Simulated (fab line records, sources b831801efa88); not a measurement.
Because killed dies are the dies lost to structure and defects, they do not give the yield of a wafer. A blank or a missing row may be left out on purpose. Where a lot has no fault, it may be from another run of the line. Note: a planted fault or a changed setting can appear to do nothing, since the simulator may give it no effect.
A lot that was struck, set against a sound lot	flow sky130	15 steps out of a route of 708
Sound: these wafers, L998.2, L998.3, L998.6. Struck: wafer L102.5 (L102.2, L102.3, from the same lot, were not struck and are left out); the cause is given at the end.
Each step with rows lists, per side, the tool, then ch with its chambers, then its first start. Under that, the readings that differ: sound wafers	struck wafers	difference of the means	sigmas: that difference in standard deviations of wafers without a fault.
alike: same words and numbers on both sides, and readings whose means sit less than 2 such deviations apart. not compared: any withheld reading, any reading some wafer has no value for, any bound like >300 that may hide the same value, and any number with overlapping values for which the record gives no deviation.
The two part at a step that has a row with sigmas, a row that says differs or no value, or rows on one side only. Non-overlapping numbers with no deviation appear without sigmas and do not part them. Lack of a reading on every wafer of one side parts them only where that side has two or more wafers.

SKY_VT_ADJUST_LVTN_STRIP_20: strips in O2/N2.
  sound on plasma_asher-03 ch 0,1, day 8 14:33; struck on plasma_asher-01 ch 0, day 9 20:35
  alike: drypump_motor_current_A, o2_flow_sccm, oes_product_au, strip_time_to_endpoint_s
  not compared: rf_hours_counter_h
SKY_VT_ADJUST_LVTN_TW_MEAS_21:
  sound on film_metro-01, day 8 14:40; struck on film_metro-01, day 9 20:42
  alike: VT_ADJUST_LVTN_2_TW
then, 7 steps without rows for these wafers: SKY_VT_ADJUST_NCORE_DEHYDRATE_00 (time 60 s); SKY_VT_ADJUST_NCORE_HMDS_01 (prime time 60 s); SKY_VT_ADJUST_NCORE_COAT_02 (resist thk 1140 nm); SKY_VT_ADJUST_NCORE_SOFTBAKE_03 (time 60 s); SKY_VT_ADJUST_NCORE_EXPOSE_04 (exposes mask LVTN COMPLEMENT THIN, target cd 380 nm); SKY_VT_ADJUST_NCORE_PEB_05; SKY_VT_ADJUST_NCORE_DEVELOP_06 (develop time 61.49 s).
SKY_VT_ADJUST_NCORE_CD_MEAS_07: the cd target is 380 nm.
  sound on cd_sem-01, day 9 11:56; struck on cd_sem-01, day 10 18:41
  alike: cd_nm
SKY_VT_ADJUST_NCORE_OVL_MEAS_08:
  sound on overlay-01, day 9 12:02; struck on overlay-02, day 10 18:48
  alike: VT_ADJUST_NCORE_OVL
then, 1 step without rows for these wafers: SKY_VT_ADJUST_NCORE_IMPLANT_09.
SKY_VT_ADJUST_NCORE_STRIP_10: strips in O2/N2.
  sound on plasma_asher-01 ch 0,1, day 9 12:13; struck on plasma_asher-01 ch 1, day 10 18:59
reading	sound	struck	difference	sigmas
o2_flow_sccm (sccm)	3002 2982 3006	2393	-604	-72
oes_product_au (a.u.)	0.714 0.712 0.720	0.706	-0.009	-2
strip_time_to_endpoint_s (s)	14.12 14.12 14.14	14.41	+0.28	+7
  alike: drypump_motor_current_A
  not compared: rf_hours_counter_h
SKY_VT_ADJUST_NCORE_TW_MEAS_11:
  sound on film_metro-02, day 9 12:20; struck on film_metro-02, day 10 19:05
  alike: VT_ADJUST_NCORE_TW
-- a jump in the record: the struck wafers' starts before and after are 37 days apart (it breaks off in module VT_ADJUST_NCORE and resumes in module PAD_OPEN, where the first step shown is number 708 of the route) --
SKY_PAD_OPEN_PROBE_99:
  sound on prober-02, day 46 11:16; struck on prober-02, day 47 17:59
reading	sound	struck	difference	sigmas
killed_at_contacts	32 36 44	23	-14	-2
killed_dies	83 90 105	67	-26	-3
killed_short	37 41 56	25	-20	-3
  alike: killed_at_M0_to_M3, killed_at_M4_up, killed_at_front_end, killed_at_other, killed_open

## WHERE THEY PART
Last at SKY_PAD_OPEN_PROBE_99 as far as this record goes, first at SKY_VT_ADJUST_NCORE_STRIP_10.

WHY: whatever the simulator had introduced
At SKY_VT_ADJUST_NCORE_STRIP_10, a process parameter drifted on plasma_asher-01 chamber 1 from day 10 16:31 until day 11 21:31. Setting o2_flow_sccm, moved by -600, from 3000. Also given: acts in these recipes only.
